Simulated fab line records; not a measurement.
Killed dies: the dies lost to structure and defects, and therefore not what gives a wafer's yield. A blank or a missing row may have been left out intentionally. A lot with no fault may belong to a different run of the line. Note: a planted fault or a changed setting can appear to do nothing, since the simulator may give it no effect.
A single fault, viewed from 2 desks -- flow sky130 -- every desk sees just its own numbers, and what lay behind them comes last

## DESK OF THE TOOL OWNER: lithoTrack-01
The tool's own readings at SKY_VT_ADJUST_NCORE_COAT_02 (resist thk 1140 nm): means of the sampled wafers that have a number, for each lot that ran on this tool. If a lot's mean is further than 4 standard deviations from the usual mean, the lot is out of limits and carries the mark OUT (the distance appears in the brackets).
Columns: A = chillPlateTempC at SKY_VT_ADJUST_NCORE_COAT_02, usual 23.02 C; B = dispensePressureKPa at SKY_VT_ADJUST_NCORE_COAT_02, usual 53.1 kPa
lot,first seen here,A,B
L908,day 8 14:35,23.23,55.9
L909,day 8 17:59,23.29,55.9
L912,day 9 20:40,23.00,55.9
L914,day 10 11:32,22.87,55.9
L917,day 11 08:46,23.01,55.9
L927,day 14 07:22,23.10,55.9
Finding of this desk: none of the 6 lots has anything out of limits.

## THE METROLOGY DESK
Lot by lot, what the gauges showed, no matter which tool ran the lot: averages of those sampled wafers that carry a number. If a lot's mean is further than 4 standard deviations from the usual mean, the lot is out of limits and carries the mark OUT (the distance appears in the brackets).
Columns: A = FIELD_ISO_CVD_03_THK at SKY_FIELD_ISO_THK_MEAS_04, usual 164.7 nm; B = cdNm at SKY_VT_ADJUST_NCORE_CD_MEAS_07, usual 380.3 nm; C = VT_ADJUST_HVTR_TW at SKY_VT_ADJUST_HVTR_TW_MEAS_11, usual 210.7; D = VT_ADJUST_PCH_TW at SKY_VT_ADJUST_PCH_TW_MEAS_10, usual 142.9; E = SD_N_TW at SKY_SD_N_TW_MEAS_12, usual 3995
lot,first seen here,A,B,C,D,E
L906,day 1 14:44,166.5,380.5,212.1,143.1,4011
L907,day 1 18:55,163.9,379.8,209.7,143.4,3986
L908,day 2 00:21,167.2,376.2,210.0,143.1,3941
L909,day 2 04:31,165.0,378.7,212.4,143.1,4027
L910,day 2 09:37,164.3,377.8,211.6,142.3,3967
L912,day 2 19:33,162.8,379.7,210.6,143.4,3967
L913,day 3 01:44,165.0,377.0,211.0,142.5,3974
L914,day 3 06:35,164.0,382.5,210.9,143.0,3984
L917,day 3 21:21,165.2,382.2,206.6,142.8,3992
L920,day 4 13:10,161.6,379.9,211.4,142.2,3985
L925,day 5 15:20,165.5,-,263.3 (+29) OUT,231.5 (+99 or more) OUT,3958
L926,day 5 20:44,164.6,-,263.4 (+29) OUT,228.9 (+99 or more) OUT,4032
L927,day 6 01:05,166.5,377.8,207.3,142.4,4042
L929,day 6 08:41,163.9,380.0,212.3,143.2,3959
Finding of this desk: L925, L926 out of limits, first seen on L925 at day 15 11:21 (VT_ADJUST_HVTR_TW at SKY_VT_ADJUST_HVTR_TW_MEAS_11). Within limits: L906, L907, L908, L909, L910, L912, L913, L914, L917, L920, L927, L929.

## BROUGHT TOGETHER
On L925, L926, the metrology desk was in a position to raise an alarm at day 15 11:21.
The tool owner's desk saw nothing out of limits.
The tool owner's desk has no number on record for L925, L926.
All the named lots went through SKY_VT_ADJUST_NCORE_COAT_02 on lithoTrack-01.

## WHAT THE SIMULATOR HAD INSERTED
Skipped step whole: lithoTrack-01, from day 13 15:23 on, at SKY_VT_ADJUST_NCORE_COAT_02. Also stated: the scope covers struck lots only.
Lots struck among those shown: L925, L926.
Hours from the fault's start to each desk's first reading out of limits: the metrology desk, 44.
